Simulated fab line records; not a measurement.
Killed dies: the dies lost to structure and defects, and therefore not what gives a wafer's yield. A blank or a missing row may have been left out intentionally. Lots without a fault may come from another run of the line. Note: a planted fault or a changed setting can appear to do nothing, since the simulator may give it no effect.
Which tool did it? -- flow sfq line -- 41 wafers from 14 lots sampled at 2 of the route's 325 steps

## WHAT THE GAUGES READ, wafer by wafer
No reading from a measuring or inspecting step in the record can be judged against a usual standard deviation.

## EACH LOT AND THE TOOL THAT RAN IT (in order: tool; ch and the chambers of the sampled wafers; start)
lot,SFQ_TRILAYER_L0_CAP_PECVD_011,SFQ_TRILAYER_L0_VIA_ETCH_VIA_ETCH_016
L426,"pecvd-03 ch 0,2, day 2 04:00","rie diel-04 ch 1,2,3, day 4 23:12"
L427,"pecvd-04 ch 0,1,2, day 2 06:54","rie diel-02 ch 0,1,2, day 5 01:36"
L428,"pecvd-03 ch 0,1, day 2 11:42","rie diel-03 ch 0,1,3, day 5 05:12"
L429,"pecvd-04 ch 1,2, day 2 17:42","rie diel-03 ch 0,2,3, day 5 13:36"
L430,"pecvd-02 ch 0,1, day 2 22:30","rie diel-03 ch 2,3, day 5 18:24"
L431,"pecvd-04 ch 0,1,2, day 3 03:19","rie diel-02 ch 0,1,2, day 6 02:48"
L432,"pecvd-02 ch 0,1,2, day 3 09:18","rie diel-02 ch 1,2,3, day 6 08:48"
L433,"pecvd-02 ch 0,1,2, day 3 14:06","rie diel-03 ch 0,1, day 6 13:36"
L436,"pecvd-02 ch 0,1, day 4 03:18","rie diel-03 ch 1,3, day 7 08:19"
L437,"pecvd-02 ch 0,2, day 4 12:07","rie diel-04 ch 0,2,3, day 9 07:41"
L444,"pecvd-03 ch 0,1,2, day 6 00:07","rie diel-02 ch 0,2,3, day 10 20:54"
L447,"pecvd-02 ch 1,2, day 6 20:34","rie diel-02 ch 0,1,2, day 11 18:03"
L448,"pecvd-04 ch 1,2, day 7 00:11","rie diel-03 ch 0,2,3, day 11 21:38"
L449,"pecvd-03 ch 0,1, day 7 08:34","rie diel-04 ch 0,1,3, day 12 04:51"
- SFQ_TRILAYER_L0_CAP_PECVD_011: deposits SiO2 from SiH4/N2O, time 13.333 s, target thk 60 nm.
- SFQ_TRILAYER_L0_VIA_ETCH_VIA_ETCH_016: etches SiO2 in CHF3, stops on MoNx KI, target depth 80 nm.

## AS READ BY THE TOOLS THEMSELVES (means over the sampled wafers that have a number; for cases with no such wafer, the mark the record gives instead)
SFQ_TRILAYER_L0_CAP_PECVD_011. Usual: heater power w 85 W, standard deviation 15; throttle valve pct 25.3 %, standard deviation 0.92.
lot,tool,heater power w (W),throttle valve pct (%),flag
L426,pecvd-03,76,25.8,
L427,pecvd-04,97,25.5,
L428,pecvd-03,75,26.3,
L429,pecvd-04,97,25.0,
L430,pecvd-02,91,24.0,
L431,pecvd-04,96,25.6,
L432,pecvd-02,89,24.3,
L433,pecvd-02,90,24.3,
L436,pecvd-02,95,24.2,
L437,pecvd-02,103,24.0,
L444,pecvd-03,74,26.2,
L447,pecvd-02,77,24.6,
L448,pecvd-04,92,25.5,
L449,pecvd-03,83,25.8,

SFQ_TRILAYER_L0_VIA_ETCH_VIA_ETCH_016. Usual: drypump motor current A 5.7 A, standard deviation 0.56; oes product au 0.843 a.u., standard deviation 0.0079.
lot,tool,drypump motor current A (A),oes product au (a.u.),flag
L426,rie diel-04,6.0,0.850,
L427,rie diel-02,5.6,0.844,
L428,rie diel-03,5.6,0.847,
L429,rie diel-03,5.6,0.845,
L430,rie diel-03,5.6,0.836,
L431,rie diel-02,5.6,0.851,
L432,rie diel-02,5.4,0.841,
L433,rie diel-03,5.5,0.835,
L436,rie diel-03,5.9,0.916,OFF
L437,rie diel-04,5.8,0.893,OFF
L444,rie diel-02,5.9,0.843,
L447,rie diel-02,5.6,0.841,
L448,rie diel-03,5.6,0.852,
L449,rie diel-04,6.0,0.845,

## THE ANSWER, worked out from the rows above alone
Rule: a lot counts as off when the mean over its wafers that have a number is more than 3 standard deviations away from the usual mean. A lot without any number at a reading at which 4 lots or more have one is off too. Any other lot the step has rows for is counted as sound. First the gauges in route order, then the tools' own readings, where a lot's mean is used as printed above. The first step at which some lot is off is used, and at that step the reading that is off furthest; a lot without a number counts as furthest.
Off at SFQ_TRILAYER_L0_VIA_ETCH_VIA_ETCH_016 (oes product au): L436, L437.
A tool fits if, at that step or a process step before it, it ran every lot that is off, and no sound lot after the first of them. Not one of the candidates tried fits.

## WHAT WAS PUT IN BY THE SIMULATOR
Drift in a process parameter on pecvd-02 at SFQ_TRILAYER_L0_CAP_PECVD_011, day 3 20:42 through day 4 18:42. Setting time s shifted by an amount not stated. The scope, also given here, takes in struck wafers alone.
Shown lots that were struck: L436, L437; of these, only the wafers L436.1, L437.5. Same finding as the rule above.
